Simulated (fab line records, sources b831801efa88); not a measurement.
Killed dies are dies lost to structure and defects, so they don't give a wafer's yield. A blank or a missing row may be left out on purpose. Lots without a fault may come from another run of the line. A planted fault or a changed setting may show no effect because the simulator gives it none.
Split-lot experiment | flow sky130 | 5 lots, 23 wafers read, on a route of 708 steps

THE SPLIT
At SKY_METAL2_SPUTTER_02 (material AlCu, target thk 250 nm, time 13.3 s), the setting time_s was moved away from the recipe's 13.3 s on 8 of the 23 wafers read, by -5.8% to +13.8%. The other wafers ran this setting at the recipe's value.

FROM THE SPLIT TO THE READING: what the file shows between them, 3 steps
- SKY_METAL2_SPUTTER_03: material Ti, target thk 5 nm, time 3.3 s
- SKY_METAL2_SPUTTER_04: material TiN, target thk 70 nm, time 59.23 s
- SKY_METAL2_RS_MEAS_05: measures by four-point-probe

THE READING
METAL2_ALCU_THK, in nm, at SKY_METAL2_THK_MEAS_06 (measures by xrf). Fault-free wafers of this fab line usually give 249.2 nm, standard deviation 2.9 nm.

wafer  | tool, chamber at the split | time_s as run, s | against the recipe | METAL2_ALCU_THK, nm | against lot-mates on the recipe
L074.1 | pvd_sputter-04, -          | 13.3             | recipe             | 255.2               | -
L074.2 | pvd_sputter-04, -          | 13.3             | recipe             | 252.1               | -
L074.3 | pvd_sputter-04, -          | 12.53            | -5.8%              | 241.3               | -12.3
L074.5 | pvd_sputter-04, -          | 12.53            | -5.8%              | 240.4               | -13.2
L074.6 | pvd_sputter-04, -          | 12.53            | -5.8%              | 241.0               | -12.6
L076.1 | pvd_sputter-03, -          | 13.3             | recipe             | 252.3               | -
L076.2 | pvd_sputter-03, -          | 13.3             | recipe             | 248.0               | -
L076.5 | pvd_sputter-03, -          | 13.3             | recipe             | 250.7               | -
L080.2 | pvd_sputter-04, -          | 13.3             | recipe             | 249.7               | -
L080.3 | pvd_sputter-04, -          | 15.13            | +13.8%             | 280.4               | +31.6
L080.4 | pvd_sputter-04, -          | 15.13            | +13.8%             | 285.6               | +36.8
L080.5 | pvd_sputter-04, -          | 13.3             | recipe             | 248.6               | -
L080.6 | pvd_sputter-04, -          | 13.3             | recipe             | 248.1               | -
L079.1 | pvd_sputter-03, -          | 14.09            | +5.9%              | 266.7               | +16.0
L079.2 | pvd_sputter-03, -          | 13.3             | recipe             | 252.9               | -
L079.3 | pvd_sputter-03, -          | 13.3             | recipe             | 248.4               | -
L079.4 | pvd_sputter-03, -          | 14.09            | +5.9%              | 264.2               | +13.5
L079.5 | pvd_sputter-03, -          | 14.09            | +5.9%              | 267.5               | +16.8
L083.1 | pvd_sputter-03, -          | 13.3             | recipe             | 252.0               | -
L083.2 | pvd_sputter-03, -          | 13.3             | recipe             | 247.8               | -
L083.3 | pvd_sputter-03, -          | 13.3             | recipe             | 249.6               | -
L083.5 | pvd_sputter-03, -          | 13.3             | recipe             | 249.9               | -
L083.6 | pvd_sputter-03, -          | 13.3             | recipe             | 249.9               | -

THE FIT
A straight line over all 23 wafers: METAL2_ALCU_THK changes by +2.25 nm for each +1% of time_s; r = +0.98; the points scatter about the line by 2.5 nm.
The same after taking each lot's own level away (the mean of its wafers on the recipe; 23 wafers): +2.44 nm for each +1%; r = +0.99; scatter 1.7 nm.
On that fit, the largest move of time_s shifts the reading by 34 nm.
The lots' own levels span 248.80 to 253.65 nm, that is 1.7 times the standard deviation above.
So the lot-to-lot level changes the slope little: the two slopes agree.
Check: with one of the wafers moved furthest among these (+13.8%) left out of the fit, the line predicts +35.1 nm for it against its lot-mates. It came out at +31.6 nm against them.

OTHER SPLITS ON THESE WAFERS
These wafers also went through other splits before the reading. Each is held against what the fit with the lots' levels taken away leaves over:
other split on the same wafers          | wafers away from the commonest value | r with METAL2_ALCU_THK (lot level and that fit taken away)
SKY_VIA1_SPUTTER_20 chamber_pressure_pa | 18                                   | +0.12

THE WHOLE CHAIN: every reading that the file lists as answering this split, in the file's order
step                   | what it does                                  | reading                                                                           | change (the file's fit)              | r (the file's)
SKY_METAL2_SPUTTER_02  | material AlCu, target thk 250 nm, time 13.3 s | AlCu_of_METAL2_SPUTTER_02.thk_nm (the simulator's own value, which no gauge read) | +2.45 nm for each +1% of the setting | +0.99
SKY_METAL2_RS_MEAS_05  | measures by four-point-probe                  | METAL2_ALCU_RS                                                                    | -0.00118 for each +1% of the setting | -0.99
SKY_METAL2_THK_MEAS_06 | measures by xrf                               | METAL2_ALCU_THK                                                                   | +2.46 for each +1% of the setting    | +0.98

THE FILE'S OWN FIT
METAL2_ALCU_THK changes by +2.46 nm for each +1% of time_s, r = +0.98.
